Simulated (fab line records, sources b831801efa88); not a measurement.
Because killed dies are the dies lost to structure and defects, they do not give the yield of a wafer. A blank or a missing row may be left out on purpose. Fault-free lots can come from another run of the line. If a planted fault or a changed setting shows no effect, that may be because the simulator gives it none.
Matching of chambers / flow gf180mcu / rie_si-01 running GF_STI_ETCH_14: 4 sister chambers
The step etches Si in HBr/Cl2/O2, target depth 360 nm, time 102.9 s. 14 wafers are shown with their chamber, then 7 later ones without.

## WAFERS PAIRED WITH THEIR CHAMBERS
wafer=L408.2; chamber=1; drypump_motor_current_A (A)=5.5; oes_product_au (a.u.)=0.980; bias_w (W)=149.7
wafer=L408.4; chamber=2; drypump_motor_current_A (A)=5.3; oes_product_au (a.u.)=0.996; bias_w (W)=150.1
wafer=L408.5; chamber=2; drypump_motor_current_A (A)=5.3; oes_product_au (a.u.)=0.994; bias_w (W)=149.8
wafer=L409.1; chamber=1; drypump_motor_current_A (A)=5.5; oes_product_au (a.u.)=0.976; bias_w (W)=149.4
wafer=L409.2; chamber=2; drypump_motor_current_A (A)=5.2; oes_product_au (a.u.)=0.986; bias_w (W)=150.1
wafer=L409.4; chamber=0; drypump_motor_current_A (A)=5.8; oes_product_au (a.u.)=1.010; bias_w (W)=149.2
wafer=L410.1; chamber=3; drypump_motor_current_A (A)=5.4; oes_product_au (a.u.)=0.993; bias_w (W)=149.7
wafer=L410.2; chamber=0; drypump_motor_current_A (A)=5.7; oes_product_au (a.u.)=1.009; bias_w (W)=149.3
wafer=L410.4; chamber=1; drypump_motor_current_A (A)=5.5; oes_product_au (a.u.)=0.982; bias_w (W)=149.9
wafer=L421.3; chamber=1; drypump_motor_current_A (A)=5.5; oes_product_au (a.u.)=0.979; bias_w (W)=150.2
wafer=L421.5; chamber=1; drypump_motor_current_A (A)=5.5; oes_product_au (a.u.)=0.991; bias_w (W)=150.7
wafer=L421.6; chamber=2; drypump_motor_current_A (A)=5.2; oes_product_au (a.u.)=1.012; bias_w (W)=149.2
wafer=L422.2; chamber=3; drypump_motor_current_A (A)=5.4; oes_product_au (a.u.)=0.986; bias_w (W)=150.0
wafer=L422.4; chamber=2; drypump_motor_current_A (A)=5.2; oes_product_au (a.u.)=1.008; bias_w (W)=149.8

SIGNATURES (averages over the wafers above)
reading=drypump_motor_current_A; chamber 0=5.750; chamber 1=5.500; chamber 2=5.240; chamber 3=5.400; scatter within a chamber=0.0412
reading=oes_product_au; chamber 0=1.00950; chamber 1=0.98160; chamber 2=0.99920; chamber 3=0.98950; scatter within a chamber=0.00779
reading=bias_w; chamber 0=149.250; chamber 1=149.980; chamber 2=149.800; chamber 3=149.850; scatter within a chamber=0.397
Rule: for a wafer and a chamber, the distance is found by dividing, reading by reading, the gap between the wafer's reading and the chamber's mean by the reading's scatter, squaring, summing and taking the root. The wafer belongs to the nearest chamber; if the next one is less than 2 further off, it can't be placed. The scatter: take each reading less its chamber's mean, square it, sum over the shown wafers, divide by the number of wafers less the number of chambers, and take the root.

## WAFERS MISSING THEIR CHAMBER
wafer=L422.5; drypump_motor_current_A (A)=5.7; oes_product_au (a.u.)=1.007; bias_w (W)=150.4
wafer=L423.1; drypump_motor_current_A (A)=5.7; oes_product_au (a.u.)=1.007; bias_w (W)=149.9
wafer=L423.4; drypump_motor_current_A (A)=5.5; oes_product_au (a.u.)=0.985; bias_w (W)=150.2
wafer=L423.6; drypump_motor_current_A (A)=5.2; oes_product_au (a.u.)=1.016; bias_w (W)=150.5
wafer=L428.1; drypump_motor_current_A (A)=5.3; oes_product_au (a.u.)=1.002; bias_w (W)=148.9
wafer=L428.5; drypump_motor_current_A (A)=5.8; oes_product_au (a.u.)=1.016; bias_w (W)=149.9
wafer=L428.6; drypump_motor_current_A (A)=5.5; oes_product_au (a.u.)=0.989; bias_w (W)=150.3

## WHICH CHAMBER EACH WENT THROUGH
wafer=L422.5; from the rows above=0; in truth=0
wafer=L423.1; from the rows above=0; in truth=0
wafer=L423.4; from the rows above=can't be placed: 1 or 3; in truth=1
wafer=L423.6; from the rows above=2; in truth=2
wafer=L428.1; from the rows above=can't be placed: 2 or 3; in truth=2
wafer=L428.5; from the rows above=0; in truth=0
wafer=L428.6; from the rows above=can't be placed: 1 or 3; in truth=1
Correct placement for 4 of the 7. Can't be placed from these rows: 3 (the true chamber is among the candidates in 3). Placed wrongly: 0.
